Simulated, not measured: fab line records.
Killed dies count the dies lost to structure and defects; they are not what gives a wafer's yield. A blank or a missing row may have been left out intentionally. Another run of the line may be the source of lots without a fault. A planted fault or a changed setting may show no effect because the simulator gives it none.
Matching of chambers -- flow gf180mcu -- GF_V5_CMP_04 on cmp-01: 4 sister chambers
The step polishes SiO2. 4 wafers are shown with their chamber, then 10 later ones without.

## WAFERS PAIRED WITH THEIR CHAMBERS
wafer,chamber,motor_current_A (A)
L085.6,2,12.4
L086.6,0,10.0
L087.2,1,12.0
L087.4,3,11.0

## WAFERS WHOSE CHAMBER IS MISSING
wafer,motor_current_A (A)
L087.6,12.1
L090.1,10.2
L090.3,11.4
L090.5,10.0
L091.2,11.3
L091.3,10.9
L091.4,11.9
L092.2,11.2
L092.3,11.0
L092.6,10.7

## WHICH CHAMBER EACH WENT THROUGH
wafer,from the rows above,in truth
L087.6,can't be placed: 1 or 2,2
L090.1,0,0
L090.3,can't be placed: 3 or 1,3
L090.5,0,0
L091.2,can't be placed: 3 or 1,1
L091.3,3,3
L091.4,can't be placed: 1 or 2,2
L092.2,3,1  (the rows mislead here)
L092.3,3,3
L092.6,can't be placed: 3 or 0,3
4 of 10 placed correctly. These rows do not allow placing 5 (true chamber among the candidates in 5). Wrongly placed: 1.
How it was worked out, from the rows above alone: a wafer's distance from a chamber is the root of the sum, over the readings, of the square of ((its reading less the chamber's mean) divided by the reading's scatter). If the next closest chamber is less than 2 further off than the closest, the wafer can't be placed; otherwise it belongs to the closest. Each chamber's mean is taken over the wafers shown for it. The scatter: with one shown wafer a chamber, the root of the mean of the squares of how far each hidden wafer lies from its nearest shown one.
